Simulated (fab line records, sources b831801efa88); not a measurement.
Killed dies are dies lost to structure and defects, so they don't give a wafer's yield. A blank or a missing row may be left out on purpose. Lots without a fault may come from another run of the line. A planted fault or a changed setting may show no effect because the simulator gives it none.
Which tool did it? | flow gf180mcu | 12 lots, 36 wafers sampled, at 5 steps of a route of 602

WHAT THE GAUGES READ, wafer by wafer
GF_VT_IMPLANT_OVL_MEAS_18.
lot  | measured     | on         | VT_IMPLANT_01_OVL (nm)
L954 | day 6 02:00  | overlay-01 | -1.0 -0.6 0.4
L955 | day 6 08:06  | overlay-02 | -1.1 -1.4 -0.5
L956 | day 6 15:36  | overlay-02 | -0.4 -0.7 -1.6
L957 | day 6 22:23  | overlay-02 | 0.3 0.2 0.9
L958 | day 7 03:03  | overlay-01 | 1.3 1.2 -0.4
L959 | day 7 09:43  | overlay-02 | -0.6 2.4 1.4
L964 | day 9 11:58  | overlay-02 | -3.0 -3.4 -1.8
L965 | day 9 18:35  | overlay-01 | -0.1 -0.1 -1.2
L966 | day 9 19:29  | overlay-01 | -1.5 -2.2 -3.6
L969 | day 10 11:15 | overlay-02 | 0.5 -1.3 -1.2
L974 | day 11 10:33 | overlay-02 | -3.7 0.4 0.8
L975 | day 11 19:27 | overlay-01 | 0.8 1.8 0.3

GF_VT_IMPLANT_OVL_MEAS_29.
lot  | measured     | on         | VT_IMPLANT_02_OVL (nm)
L954 | day 6 17:42  | overlay-01 | 1.1 -0.4 -2.8
L955 | day 6 23:54  | overlay-02 | -1.9 -2.2 -1.5
L956 | day 7 07:06  | overlay-01 | -0.6 -0.5 -1.1
L957 | day 7 14:20  | overlay-01 | -1.5 -0.8 -0.5
L958 | day 7 19:03  | overlay-01 | -0.5 0.0 -2.3
L959 | day 8 02:14  | overlay-02 | 0.5 -2.7 -2.3
L964 | day 10 05:28 | overlay-02 | 184.9 182.3 185.3
L965 | day 10 12:26 | overlay-02 | 183.9 183.1 183.1
L966 | day 10 13:06 | overlay-02 | -1.2 -0.1 -1.5
L969 | day 11 05:39 | overlay-01 | 0.6 -0.3 2.1
L974 | day 12 05:39 | overlay-01 | 1.6 0.0 -1.7
L975 | day 12 14:15 | overlay-02 | 0.5 -0.8 0.2

GF_DUAL_GATE_THK_MEAS_03.
lot  | measured     | on            | DUAL_GATE_OXIDATION_00_THK (nm)
L954 | day 7 12:00  | film_metro-02 | 10.67 11.02 10.87
L955 | day 7 19:53  | film_metro-02 | 11.29 11.11 11.17
L956 | day 8 01:55  | film_metro-03 | 10.75 10.85 10.67
L957 | day 8 09:22  | film_metro-02 | 11.16 11.26 10.96
L958 | day 8 15:12  | film_metro-03 | 10.80 10.69 10.87
L959 | day 8 22:00  | film_metro-03 | 11.17 10.92 11.19
L964 | day 11 03:09 | film_metro-04 | 10.96 10.82 11.00
L965 | day 11 09:00 | film_metro-03 | 10.98 10.87 10.91
L966 | day 11 10:12 | film_metro-02 | 10.85 10.93 10.84
L969 | day 12 03:58 | film_metro-03 | 11.11 11.16 11.10
L974 | day 13 05:08 | film_metro-04 | 10.92 11.03 10.87
L975 | day 13 13:05 | film_metro-04 | 10.68 10.55 10.54

WHICH TOOL RAN EACH LOT (tool, then ch and the chambers of the sampled wafers, then the start)
lot  | GF_VT_IMPLANT_STRIP_20               | GF_VT_IMPLANT_EXPOSE_26
L954 | plasma_asher-04 ch 0,1, day 6 02:11  | iline_stepper-02 ch 0, day 6 10:07
L955 | plasma_asher-02 ch 0,1, day 6 08:17  | iline_stepper-01 ch 0, day 6 16:04
L956 | plasma_asher-03 ch 0,1, day 6 15:47  | iline_stepper-02 ch 0, day 6 23:53
L957 | plasma_asher-02 ch 0,1, day 6 22:34  | iline_stepper-01 ch 0, day 7 06:17
L958 | plasma_asher-04 ch 0,1, day 7 03:14  | iline_stepper-01 ch 0, day 7 11:15
L959 | plasma_asher-02 ch 0,1, day 7 09:55  | iline_stepper-02 ch 0, day 7 18:35
L964 | plasma_asher-04 ch 0,1, day 9 12:10  | iline_stepper-01 ch 0, day 9 20:50
L965 | plasma_asher-02 ch 0,1, day 9 18:46  | iline_stepper-01 ch 0, day 10 03:36
L966 | plasma_asher-04 ch 0,1, day 9 19:40  | iline_stepper-02 ch 0, day 10 04:12
L969 | plasma_asher-02 ch 0,1, day 10 11:26 | iline_stepper-02 ch 0, day 10 20:47
L974 | plasma_asher-03 ch 0,1, day 11 10:44 | iline_stepper-02 ch 0, day 11 20:28
L975 | plasma_asher-03 ch 0, day 11 19:38   | iline_stepper-02 ch 0, day 12 04:51
- GF_VT_IMPLANT_STRIP_20: strips in O2/N2.
- GF_VT_IMPLANT_EXPOSE_26: exposes mask LVPWELL HV AREA, target cd 860 nm.

WHAT THE TOOLS THEMSELVES READ (means of the sampled wafers that have a number; where no wafer has one, the mark that the record gives instead)
GF_VT_IMPLANT_STRIP_20.
lot  | tool            | drypump_motor_current_A (A) | heater_power_w (W) | n2_flow_sccm (sccm) | oes_product_au (a.u.) | strip_time_to_endpoint_s (s)
L954 | plasma_asher-04 | 5.9                         | 292                | 300.2               | 0.718                 | 12.64
L955 | plasma_asher-02 | 5.7                         | 346                | 299.9               | 0.715                 | 12.66
L956 | plasma_asher-03 | 6.2                         | 361                | 300.2               | 0.713                 | 12.65
L957 | plasma_asher-02 | 5.7                         | 342                | 299.9               | 0.712                 | 12.59
L958 | plasma_asher-04 | 6.0                         | 292                | 300.5               | 0.717                 | 12.65
L959 | plasma_asher-02 | 5.7                         | 338                | 300.7               | 0.718                 | 12.61
L964 | plasma_asher-04 | 6.0                         | 293                | 299.5               | 0.713                 | 12.71
L965 | plasma_asher-02 | 6.0                         | 344                | 300.3               | 0.710                 | 12.60
L966 | plasma_asher-04 | 6.0                         | 287                | 300.5               | 0.715                 | 12.61
L969 | plasma_asher-02 | 6.0                         | 341                | 299.2               | 0.711                 | 12.66
L974 | plasma_asher-03 | 5.9                         | 328                | 299.3               | 0.718                 | 12.67
L975 | plasma_asher-03 | 5.5                         | 304                | 301.3               | 0.713                 | 12.64

THE ANSWER, worked out from the rows above alone
Rule: what is usual is taken from the lots themselves. Put in order of their means at a reading, lots are off if they are a third of the lots or fewer, leave a main group of 4 or more, and stand apart from it by a gap of 3 or more times the standard deviation of the main group's means; of several such gaps the widest counts. A main group whose means are all the same, to the digits that the tables above print for the reading, isn't used. A lot without any number at a reading at which 4 lots or more have one is off too. The other lots that the step has rows for count as sound. The gauges are gone through in route order, then the tools' own readings, and for those a lot's mean is taken as printed above. The first step at which some lot is off is used, and at that step the reading that is off furthest; a lot without a number counts as furthest.
Off: L964, L965, at GF_VT_IMPLANT_OVL_MEAS_29 (VT_IMPLANT_02_OVL). The main group: mean -0.7 nm, standard deviation 0.73.
A tool fits if, at a process step before that reading, it ran every lot that is off, and no sound lot after the first of them. The gauges at GF_VT_IMPLANT_OVL_MEAS_29 are tried like those tools. One fits: iline_stepper-01 at GF_VT_IMPLANT_EXPOSE_26. Its last sound lot is L958 (day 7 11:15), its first lot that is off L964 (day 9 20:50): a fault that began between those two fits.

WHAT THE SIMULATOR HAD PUT IN
Scanner matching overlay: iline_stepper-01, from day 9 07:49 on, at GF_VT_IMPLANT_EXPOSE_26. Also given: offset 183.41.
Lots struck among those shown: L964, L965. The rule above found the same.
